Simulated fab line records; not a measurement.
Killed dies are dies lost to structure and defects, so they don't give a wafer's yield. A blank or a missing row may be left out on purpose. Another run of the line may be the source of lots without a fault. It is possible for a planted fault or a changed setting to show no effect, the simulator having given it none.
Code-filled problem report in 8D (eight disciplines) form    flow sky130    the parts of the form that need people (team, actions taken, sign-off) are left out

## 1. PROBLEM STATEMENT
Wafers without a fault read 39.99 Torr, standard deviation 0.075; chamber pressure Torr at SKY_CONTACT_CVD_24 reads a mean of 41.38 Torr on 6 wafers belonging to 2 lots. Measured from the usual mean, that is +19 standard deviations.
The step: deposits W, target thk 340 nm, time 102.12 s.
First seen on wafer L622.1, day 34 09:38, on cvd w-01. The record has a number at this step for 36 wafers belonging to 12 lots. By rule, "out" or "out of limits" means more than 4 standard deviations away from the usual mean. Any other wafer with a number is counted as sound.

## 2. WHAT IT IS, AND WHAT IT ISN'T
question                     is                      is not
which readings at this step  chamber pressure Torr   heater power w
which lots                   L622, L623              L615, L616, L617, L618, L619, L632, L634, L635, L636, L637
which wafers of those lots   all that have a number  -
read on which tools          cvd w-01                cvd w-02
when                         from day 34 09:38       up to then (15 sound wafers); but 15 sound wafers of L632, L634, L635, L636, L637 came after

## 3. SUSPECTS, AND WHAT RULES EACH OUT
Counting: a tool at any process step up to the reading remains a suspect when it ran all the lots that are out and ran no sound lot after the first of those.
- pvd sputter-01 at SKY_CONTACT_SPUTTER_23 (material TiN, target thk 20 nm, time 80 s): ruled out as a lasting fault. The sound lots L635 went through it after L622, its earliest lot that is out (day 34 09:34).
- cvd w-01 at SKY_CONTACT_CVD_24 (deposits W, target thk 340 nm, time 102.12 s): ruled out as a lasting fault. The sound lots L632, L634, L635, L637 went through it after L622, its earliest lot that is out (day 34 09:38).
Left after counting: nothing in the record.

## 4. THE CAUSE (what the simulator had put in)
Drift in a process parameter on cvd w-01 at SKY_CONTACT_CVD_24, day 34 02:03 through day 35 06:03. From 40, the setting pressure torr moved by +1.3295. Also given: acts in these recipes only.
Counting ruled it out, wrongly.

## 5. THE CHAIN OF EFFECTS, in route order
Rows list readings where the struck wafers' mean (over those with a number) sits beyond 3 standard deviations from the usual. Only readings for which the record gives a usual standard deviation are gone through. hours: the time from each lot's start at the first step in this table that gives one to its start at this step, as a median over the lots. sigmas: the change in usual standard deviations.
hours  step                reading                usual       on struck wafers  change  sigmas
0      SKY_CONTACT_CVD_24  chamber pressure Torr  39.99 Torr  41.38             +1.39   +19
Process steps it contains:
- SKY_CONTACT_CVD_24: deposits W, target thk 340 nm, time 102.12 s.

## 6. WHAT WOULD HAVE CAUGHT IT SOONER
8 hours passed between the start of the fault at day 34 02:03 and the first reading out of limits in this record, taken at day 34 09:38.
